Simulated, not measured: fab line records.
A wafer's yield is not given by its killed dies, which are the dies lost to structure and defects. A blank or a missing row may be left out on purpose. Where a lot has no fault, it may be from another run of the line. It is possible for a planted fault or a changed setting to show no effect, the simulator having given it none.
Chamber matching -- flow gf180mcu -- 4 sister chambers for GF_V3_CMP_04 on cmp-01
The step polishes SiO2. 4 wafers are shown with their chamber, then 12 later ones without.

## WAFERS WITH THEIR CHAMBER
wafer,chamber,motor_current_A (A)
L085.5,3,12.5
L088.1,1,13.1
L088.2,0,10.6
L088.6,2,12.3

## WAFERS WHOSE CHAMBER IS MISSING
wafer,motor_current_A (A)
L089.2,11.7
L089.4,12.2
L089.6,12.8
L094.2,11.1
L094.3,12.9
L094.4,11.8
L095.2,13.4
L095.3,12.3
L095.5,11.9
L096.2,11.7
L096.5,13.6
L096.6,11.4

## WHICH CHAMBER EACH WENT THROUGH
wafer,from the rows above,in truth
L089.2,can't be placed: 2 or 3 or 0 or 1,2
L089.4,can't be placed: 2 or 3 or 1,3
L089.6,can't be placed: 1 or 3 or 2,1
L094.2,can't be placed: 0 or 2 or 3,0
L094.3,can't be placed: 1 or 3 or 2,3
L094.4,can't be placed: 2 or 3 or 0 or 1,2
L095.2,can't be placed: 1 or 3 or 2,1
L095.3,can't be placed: 2 or 3 or 1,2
L095.5,can't be placed: 2 or 3 or 1 or 0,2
L096.2,can't be placed: 2 or 3 or 0 or 1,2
L096.5,can't be placed: 1 or 3 or 2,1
L096.6,can't be placed: 0 or 2 or 3 or 1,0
Placed correctly: 0 of 12. Can't be placed from these rows: 12 (the true chamber is among the candidates in 12). Number placed wrongly: 0.
How it was worked out, from the rows above alone: a wafer's distance from a chamber is the root of the sum, over the readings, of the square of ((its reading less the chamber's mean) divided by the reading's scatter). The wafer belongs to the nearest chamber; if the next one is less than 2 further off, it can't be placed. The mean given for a chamber averages the wafers shown for that chamber. The scatter: with one shown wafer a chamber, the root of the mean of the squares of how far each hidden wafer lies from its nearest shown one.
